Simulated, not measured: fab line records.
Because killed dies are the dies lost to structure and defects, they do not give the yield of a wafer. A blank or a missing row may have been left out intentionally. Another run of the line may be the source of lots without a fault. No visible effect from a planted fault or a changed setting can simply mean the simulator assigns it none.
The tool behind it: which one? || flow gf180mcu || 39 wafers from 13 lots sampled at 6 of the route's 602 steps

## WHAT EACH GAUGE READ, for each wafer
GF_CONTACT_THK_MEAS_01.
{"lot": "L363", "measured": "day 15 02:22", "on": "film-metro-02", "CONTACT_CVD_00_THK (nm)": "296.4 299.7 294.5"}
{"lot": "L364", "measured": "day 15 20:03", "on": "film-metro-02", "CONTACT_CVD_00_THK (nm)": "299.5 298.8 296.1"}
{"lot": "L365", "measured": "day 15 23:53", "on": "film-metro-03", "CONTACT_CVD_00_THK (nm)": "300.4 297.7 300.4"}
{"lot": "L366", "measured": "day 16 13:44", "on": "film-metro-01", "CONTACT_CVD_00_THK (nm)": "297.3 295.4 299.5"}
{"lot": "L368", "measured": "day 17 05:01", "on": "film-metro-02", "CONTACT_CVD_00_THK (nm)": "299.4 298.3 299.9"}
{"lot": "L369", "measured": "day 17 21:49", "on": "film-metro-03", "CONTACT_CVD_00_THK (nm)": "292.1 301.1 296.9"}
{"lot": "L371", "measured": "day 19 03:56", "on": "film-metro-03", "CONTACT_CVD_00_THK (nm)": "290.1 297.3 292.8"}
{"lot": "L372", "measured": "day 19 11:10", "on": "film-metro-02", "CONTACT_CVD_00_THK (nm)": "297.9 293.6 295.8"}
{"lot": "L376", "measured": "day 20 13:46", "on": "film-metro-02", "CONTACT_CVD_00_THK (nm)": "147.4 145.8 146.6"}
{"lot": "L378", "measured": "day 21 07:26", "on": "film-metro-01", "CONTACT_CVD_00_THK (nm)": "144.7 144.3 144.5"}
{"lot": "L379", "measured": "day 21 12:57", "on": "film-metro-01", "CONTACT_CVD_00_THK (nm)": "294.3 298.6 296.1"}
{"lot": "L381", "measured": "day 22 00:54", "on": "film-metro-01", "CONTACT_CVD_00_THK (nm)": "296.2 302.6 299.3"}
{"lot": "L382", "measured": "day 22 10:10", "on": "film-metro-02", "CONTACT_CVD_00_THK (nm)": "302.2 299.7 299.6"}

GF_M2_CD_MEAS_14: target cd 280 nm.
{"lot": "L363", "measured": "day 19 00:48", "on": "cd-sem-02", "cd-nm (nm)": "279.0 279.5 277.7"}
{"lot": "L364", "measured": "day 19 22:31", "on": "cd-sem-01", "cd-nm (nm)": "278.0 278.7 278.1"}
{"lot": "L365", "measured": "day 20 00:54", "on": "cd-sem-02", "cd-nm (nm)": "278.5 278.9 278.4"}
{"lot": "L366", "measured": "day 20 17:08", "on": "cd-sem-02", "cd-nm (nm)": "280.8 279.6 279.7"}
{"lot": "L368", "measured": "day 21 09:08", "on": "cd-sem-01", "cd-nm (nm)": "280.8 280.9 281.9"}
{"lot": "L369", "measured": "day 22 02:50", "on": "cd-sem-02", "cd-nm (nm)": "279.3 278.6 279.6"}
{"lot": "L371", "measured": "day 23 07:07", "on": "cd-sem-02", "cd-nm (nm)": "279.9 280.2 280.2"}
{"lot": "L372", "measured": "day 23 15:19", "on": "cd-sem-01", "cd-nm (nm)": "281.6 281.4 281.0"}
{"lot": "L376", "measured": "day 24 16:35", "on": "cd-sem-01", "cd-nm (nm)": "280.9 281.7 281.7"}
{"lot": "L378", "measured": "day 25 07:59", "on": "cd-sem-01", "cd-nm (nm)": "280.5 279.2 280.3"}
{"lot": "L379", "measured": "day 25 12:21", "on": "cd-sem-02", "cd-nm (nm)": "277.1 278.8 277.3"}
{"lot": "L381", "measured": "day 25 23:22", "on": "cd-sem-02", "cd-nm (nm)": "280.9 279.8 280.9"}
{"lot": "L382", "measured": "day 26 06:52", "on": "cd-sem-01", "cd-nm (nm)": "279.6 279.7 279.5"}

## EACH LOT AND THE TOOL THAT RAN IT (in order: tool; ch and the chambers of the sampled wafers; start)
{"lot": "L363", "GF_CONTACT_CVD_00": "hdpcvd-02 ch 1,2, day 15 02:19", "GF_CONTACT_CVD_02": "pecvd-03 ch 0,1,2, day 15 02:25", "GF_CONTACT_ETCH_17": "rie-diel-04 ch 0,3, day 18 01:05 or earlier", "GF_M2_SPUTTER_04": "pvd-sputter-04, day 18 01:05"}
{"lot": "L364", "GF_CONTACT_CVD_00": "hdpcvd-02 ch 0,1,2, day 15 20:00", "GF_CONTACT_CVD_02": "pecvd-01 ch 0,2, day 15 20:07", "GF_CONTACT_ETCH_17": "rie-diel-01 ch 0,1,2, day 18 22:18 or earlier", "GF_M2_SPUTTER_04": "pvd-sputter-03, day 18 22:18"}
{"lot": "L365", "GF_CONTACT_CVD_00": "hdpcvd-02 ch 0,1,2, day 15 23:50", "GF_CONTACT_CVD_02": "pecvd-03 ch 0,1,2, day 15 23:58", "GF_CONTACT_ETCH_17": "rie-diel-01 ch 0,1,3, day 19 01:05 or earlier", "GF_M2_SPUTTER_04": "pvd-sputter-01, day 19 01:05"}
{"lot": "L366", "GF_CONTACT_CVD_00": "hdpcvd-02 ch 1,2, day 16 13:41", "GF_CONTACT_CVD_02": "pecvd-01 ch 0,2, day 16 13:47", "GF_CONTACT_ETCH_17": "rie-diel-01 ch 0,2, day 19 17:38 or earlier", "GF_M2_SPUTTER_04": "pvd-sputter-01, day 19 17:38"}
{"lot": "L368", "GF_CONTACT_CVD_00": "hdpcvd-02 ch 0,2, day 17 04:57", "GF_CONTACT_CVD_02": "pecvd-01 ch 0,1, day 17 05:03", "GF_CONTACT_ETCH_17": "rie-diel-04 ch 0,1, day 20 09:17 or earlier", "GF_M2_SPUTTER_04": "pvd-sputter-03, day 20 09:17"}
{"lot": "L369", "GF_CONTACT_CVD_00": "hdpcvd-01 ch 0,1,2, day 17 21:46", "GF_CONTACT_CVD_02": "pecvd-02 ch 0,2, day 17 21:53", "GF_CONTACT_ETCH_17": "rie-diel-01 ch 0,2, day 21 03:11 or earlier", "GF_M2_SPUTTER_04": "pvd-sputter-01, day 21 03:11"}
{"lot": "L371", "GF_CONTACT_CVD_00": "hdpcvd-02 ch 0,1,2, day 19 03:53", "GF_CONTACT_CVD_02": "pecvd-01 ch 1,2, day 19 03:59", "GF_CONTACT_ETCH_17": "rie-diel-03 ch 1,2,3, day 22 07:45 or earlier", "GF_M2_SPUTTER_04": "pvd-sputter-04, day 22 07:45"}
{"lot": "L372", "GF_CONTACT_CVD_00": "hdpcvd-01 ch 0,1,2, day 19 11:07", "GF_CONTACT_CVD_02": "pecvd-03 ch 0,1,2, day 19 11:13", "GF_CONTACT_ETCH_17": "rie-diel-01 ch 1,2, day 22 16:00 or earlier", "GF_M2_SPUTTER_04": "pvd-sputter-03, day 22 16:00"}
{"lot": "L376", "GF_CONTACT_CVD_00": "hdpcvd-02 ch 1,2, day 20 13:43", "GF_CONTACT_CVD_02": "pecvd-01 ch 0,2, day 20 13:49", "GF_CONTACT_ETCH_17": "rie-diel-03 ch 0,1, day 23 17:56 or earlier", "GF_M2_SPUTTER_04": "pvd-sputter-04, day 23 17:56"}
{"lot": "L378", "GF_CONTACT_CVD_00": "hdpcvd-02 ch 0,1,2, day 21 07:23", "GF_CONTACT_CVD_02": "pecvd-02 ch 0,1,2, day 21 07:29", "GF_CONTACT_ETCH_17": "rie-diel-04 ch 0,3, day 24 09:56 or earlier", "GF_M2_SPUTTER_04": "pvd-sputter-04, day 24 09:56"}
{"lot": "L379", "GF_CONTACT_CVD_00": "hdpcvd-01 ch 1,2, day 21 12:55", "GF_CONTACT_CVD_02": "pecvd-01 ch 0,2, day 21 13:01", "GF_CONTACT_ETCH_17": "rie-diel-04 ch 0,2, day 24 14:58 or earlier", "GF_M2_SPUTTER_04": "pvd-sputter-01, day 24 14:58"}
{"lot": "L381", "GF_CONTACT_CVD_00": "hdpcvd-01 ch 0,1,2, day 22 00:50", "GF_CONTACT_CVD_02": "pecvd-03 ch 0,1,2, day 22 00:58", "GF_CONTACT_ETCH_17": "rie-diel-03 ch 0,3, day 25 01:37 or earlier", "GF_M2_SPUTTER_04": "pvd-sputter-03, day 25 01:37"}
{"lot": "L382", "GF_CONTACT_CVD_00": "hdpcvd-01 ch 1,2, day 22 10:06", "GF_CONTACT_CVD_02": "pecvd-02 ch 0,1, day 22 10:13", "GF_CONTACT_ETCH_17": "rie-diel-03 ch 0,2,3, day 25 10:05 or earlier", "GF_M2_SPUTTER_04": "pvd-sputter-04, day 25 10:05"}
- GF_CONTACT_CVD_00: deposits SiO2, target thk 300 nm, time 50 s.
- GF_CONTACT_CVD_02: deposits SiO2 from TEOS, target thk 860 nm, time 95.992 s.
- GF_CONTACT_ETCH_17: etches SiO2 in C4F8/O2/Ar, stops on CoSi2, target depth 860 nm.
- GF_M2_SPUTTER_04: material TiN, target thk 50 nm, time 41.7 s.

## WHAT THE TOOLS THEMSELVES READ (means of the sampled wafers that have a number; where no wafer has one, the mark that the record gives instead)
GF_CONTACT_CVD_00.
{"lot": "L363", "tool": "hdpcvd-02", "sih4-flow-sccm (sccm)": 59.54}
{"lot": "L364", "tool": "hdpcvd-02", "sih4-flow-sccm (sccm)": 60.13}
{"lot": "L365", "tool": "hdpcvd-02", "sih4-flow-sccm (sccm)": 60.08}
{"lot": "L366", "tool": "hdpcvd-02", "sih4-flow-sccm (sccm)": 60.10}
{"lot": "L368", "tool": "hdpcvd-02", "sih4-flow-sccm (sccm)": 59.96}
{"lot": "L369", "tool": "hdpcvd-01", "sih4-flow-sccm (sccm)": 60.25}
{"lot": "L371", "tool": "hdpcvd-02", "sih4-flow-sccm (sccm)": 59.91}
{"lot": "L372", "tool": "hdpcvd-01", "sih4-flow-sccm (sccm)": 60.13}
{"lot": "L376", "tool": "hdpcvd-02", "sih4-flow-sccm (sccm)": 29.98}
{"lot": "L378", "tool": "hdpcvd-02", "sih4-flow-sccm (sccm)": 30.13}
{"lot": "L379", "tool": "hdpcvd-01", "sih4-flow-sccm (sccm)": 59.98}
{"lot": "L381", "tool": "hdpcvd-01", "sih4-flow-sccm (sccm)": 59.99}
{"lot": "L382", "tool": "hdpcvd-01", "sih4-flow-sccm (sccm)": 59.97}

GF_CONTACT_CVD_02.
{"lot": "L363", "tool": "pecvd-03", "heater-power-w (W)": 617}
{"lot": "L364", "tool": "pecvd-01", "heater-power-w (W)": 782}
{"lot": "L365", "tool": "pecvd-03", "heater-power-w (W)": 692}
{"lot": "L366", "tool": "pecvd-01", "heater-power-w (W)": 781}
{"lot": "L368", "tool": "pecvd-01", "heater-power-w (W)": 795}
{"lot": "L369", "tool": "pecvd-02", "heater-power-w (W)": 708}
{"lot": "L371", "tool": "pecvd-01", "heater-power-w (W)": 744}
{"lot": "L372", "tool": "pecvd-03", "heater-power-w (W)": 683}
{"lot": "L376", "tool": "pecvd-01", "heater-power-w (W)": 901}
{"lot": "L378", "tool": "pecvd-02", "heater-power-w (W)": 787}
{"lot": "L379", "tool": "pecvd-01", "heater-power-w (W)": 861}
{"lot": "L381", "tool": "pecvd-03", "heater-power-w (W)": 682}
{"lot": "L382", "tool": "pecvd-02", "heater-power-w (W)": 799}

GF_CONTACT_ETCH_17.
{"lot": "L363", "tool": "rie-diel-04", "oes-product-au (a.u.)": 0.817}
{"lot": "L364", "tool": "rie-diel-01", "oes-product-au (a.u.)": 0.815}
{"lot": "L365", "tool": "rie-diel-01", "oes-product-au (a.u.)": 0.813}
{"lot": "L366", "tool": "rie-diel-01", "oes-product-au (a.u.)": 0.812}
{"lot": "L368", "tool": "rie-diel-04", "oes-product-au (a.u.)": 0.815}
{"lot": "L369", "tool": "rie-diel-01", "oes-product-au (a.u.)": 0.812}
{"lot": "L371", "tool": "rie-diel-03", "oes-product-au (a.u.)": 0.816}
{"lot": "L372", "tool": "rie-diel-01", "oes-product-au (a.u.)": 0.814}
{"lot": "L376", "tool": "rie-diel-03", "oes-product-au (a.u.)": 0.739}
{"lot": "L378", "tool": "rie-diel-04", "oes-product-au (a.u.)": 0.734}
{"lot": "L379", "tool": "rie-diel-04", "oes-product-au (a.u.)": 0.817}
{"lot": "L381", "tool": "rie-diel-03", "oes-product-au (a.u.)": 0.818}
{"lot": "L382", "tool": "rie-diel-03", "oes-product-au (a.u.)": 0.810}

GF_M2_SPUTTER_04.
{"lot": "L363", "tool": "pvd-sputter-04", "cathode-dc-power-W (W)": 6499.8, "throttle-valve-pct (%)": 31.2}
{"lot": "L364", "tool": "pvd-sputter-03", "cathode-dc-power-W (W)": 6500.8, "throttle-valve-pct (%)": 30.8}
{"lot": "L365", "tool": "pvd-sputter-01", "cathode-dc-power-W (W)": 6500.2, "throttle-valve-pct (%)": 30.8}
{"lot": "L366", "tool": "pvd-sputter-01", "cathode-dc-power-W (W)": 6499.2, "throttle-valve-pct (%)": 30.9}
{"lot": "L368", "tool": "pvd-sputter-03", "cathode-dc-power-W (W)": 6499.6, "throttle-valve-pct (%)": 30.9}
{"lot": "L369", "tool": "pvd-sputter-01", "cathode-dc-power-W (W)": 6499.6, "throttle-valve-pct (%)": 30.7}
{"lot": "L371", "tool": "pvd-sputter-04", "cathode-dc-power-W (W)": 6498.5, "throttle-valve-pct (%)": 30.2}
{"lot": "L372", "tool": "pvd-sputter-03", "cathode-dc-power-W (W)": 6500.2, "throttle-valve-pct (%)": 30.8}
{"lot": "L376", "tool": "pvd-sputter-04", "cathode-dc-power-W (W)": 6500.6, "throttle-valve-pct (%)": 31.3}
{"lot": "L378", "tool": "pvd-sputter-04", "cathode-dc-power-W (W)": 6499.8, "throttle-valve-pct (%)": 31.1}
{"lot": "L379", "tool": "pvd-sputter-01", "cathode-dc-power-W (W)": 6500.7, "throttle-valve-pct (%)": 30.7}
{"lot": "L381", "tool": "pvd-sputter-03", "cathode-dc-power-W (W)": 6501.1, "throttle-valve-pct (%)": 30.5}
{"lot": "L382", "tool": "pvd-sputter-04", "cathode-dc-power-W (W)": 6500.1, "throttle-valve-pct (%)": 30.5}

## THE ANSWER, worked out from the rows above alone
Rule: what is usual is taken from the lots themselves. The widest of any qualifying gaps counts: lots, ordered by their means at a reading, are off when they make up no more than a third of the lots, leave a main group of 4 or more, and stand apart from it by 3 or more times the standard deviation of that group's means. If all means in a main group match to the digits the tables above print for the reading, that group is not used. A lot without any number at a reading at which 4 lots or more have one is off too. The other lots that the step has rows for count as sound. First the gauges in route order, then the tools' own readings, where a lot's mean is used as printed above. At the first step where some lot is off, the reading lying furthest off is the one used; lots without a number count as furthest.
Off: at GF_CONTACT_THK_MEAS_01 (CONTACT_CVD_00_THK), L376, L378. The main group: mean 297.6 nm, standard deviation 2.
If a tool, at a process step before that reading, ran all the lots that are off and no sound lot after the first of them, it fits. The gauges at GF_CONTACT_THK_MEAS_01 aren't tried: what is off there is off at GF_CONTACT_CVD_00 too, on other tools, and a gauge's error can't cause that. One fits: GF_CONTACT_CVD_00 on hdpcvd-02. Its last sound lot is L371 (day 19 03:53), its first lot that is off L376 (day 20 13:43): a fault that began between those two fits.
The tool's own readings at GF_CONTACT_CVD_00 bear it out: on the lots that are off they differ by more than 5 times the standard deviation of the sound lots' means. sih4-flow-sccm reads 30.05 sccm there against 60.00 sccm on the sound lots.

## WHAT THE SIMULATOR HAD INSERTED
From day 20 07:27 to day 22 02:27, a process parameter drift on hdpcvd-02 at GF_CONTACT_CVD_00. The setting sih4-flow-sccm was moved by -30, starting from 60. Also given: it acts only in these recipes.
Shown lots that were struck: L376, L378. Same finding as the rule above.
